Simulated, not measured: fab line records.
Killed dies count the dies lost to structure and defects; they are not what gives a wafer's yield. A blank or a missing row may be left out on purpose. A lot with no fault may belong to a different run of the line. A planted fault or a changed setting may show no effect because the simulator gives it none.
Which tool did it?	flow sky130	10 lots, 30 wafers sampled, at 4 steps of a route of 708

## WHAT THE GAUGES SHOWED, per wafer
SKY_LOCAL_INTERCONNECT_RS_MEAS_01: measurement is done with a four-point probe.
lot	measured	on	LOCAL_INTERCONNECT_TIN_RS (ohm/sq)
L943	day 29 23:33	filmMetro-02	14.26 14.30 14.19
L944	day 30 06:35	filmMetro-04	14.08 14.07 14.10
L945	day 30 18:01	filmMetro-04	14.04 14.04 14.07
L949	day 32 10:36	filmMetro-01	13.50 13.91 13.56
L957	day 34 22:12	filmMetro-02	14.10 14.08 14.10
L959	day 35 05:02	filmMetro-01	13.72 13.90 13.89
L960	day 35 16:44	filmMetro-04	14.00 13.97 13.95
L961	day 36 05:26	filmMetro-01	14.09 14.06 13.97
L962	day 36 08:08	filmMetro-01	14.18 14.08 14.15
L963	day 36 15:31	filmMetro-01	14.03 14.13 13.96

## WHICH TOOL RAN EACH LOT (tool, then ch and the chambers of the sampled wafers, then the start)
lot	SKY_SD_N_RTA_14	SKY_LI_CONTACT_SPUTTER_19	SKY_LOCAL_INTERCONNECT_SPUTTER_00
L943	rtpAnneal-01 ch 0, day 28 16:55	pvdSputter-01, day 29 22:41	pvdSputter-01, day 29 23:26
L944	rtpAnneal-02 ch 0, day 29 00:13	pvdSputter-02, day 30 05:47	pvdSputter-04, day 30 06:32
L945	rtpAnneal-01 ch 0, day 29 11:53	pvdSputter-03, day 30 17:13	pvdSputter-03, day 30 17:57
L949	rtpAnneal-01 ch 0, day 31 05:32	pvdSputter-03, day 32 09:46	pvdSputter-04, day 32 10:31
L957	rtpAnneal-01 ch 0, day 33 17:50	pvdSputter-01, day 34 21:23	pvdSputter-03, day 34 22:07
L959	rtpAnneal-01 ch 0, day 33 23:48	pvdSputter-01, day 35 04:11	pvdSputter-03, day 35 04:55
L960	rtpAnneal-02 ch 0, day 34 11:31	pvdSputter-03, day 35 15:53	pvdSputter-04, day 35 16:38
L961	rtpAnneal-01 ch 0, day 35 00:29	pvdSputter-03, day 36 04:35	pvdSputter-04, day 36 05:20
L962	rtpAnneal-02 ch 0, day 35 02:59	pvdSputter-03, day 36 07:17	pvdSputter-01, day 36 08:02
L963	rtpAnneal-02 ch 0, day 35 11:05	pvdSputter-03, day 36 14:41	pvdSputter-01, day 36 15:26
- SKY_SD_N_RTA_14: time 2 s.
- SKY_LI_CONTACT_SPUTTER_19: material Ti, target thk 20 nm, time 106.37 s.
- SKY_LOCAL_INTERCONNECT_SPUTTER_00: material TiN, target thk 100 nm, time 83.3 s.

## THE ANSWER, worked out from the rows above alone
Rule: the lots themselves supply what counts as usual. The widest of any qualifying gaps counts: lots, ordered by their means at a reading, are off when they make up no more than a third of the lots, leave a main group of 4 or more, and stand apart from it by 3 or more times the standard deviation of that group's means. The tables above print the reading to a certain number of digits; a main group whose means all agree to those digits is not used. A lot without any number at a reading at which 4 lots or more have one is off too. The other lots that the step has rows for count as sound.
No lot is off at any reading shown: from this, nothing can be told.

## WHAT THE SIMULATOR PUT IN
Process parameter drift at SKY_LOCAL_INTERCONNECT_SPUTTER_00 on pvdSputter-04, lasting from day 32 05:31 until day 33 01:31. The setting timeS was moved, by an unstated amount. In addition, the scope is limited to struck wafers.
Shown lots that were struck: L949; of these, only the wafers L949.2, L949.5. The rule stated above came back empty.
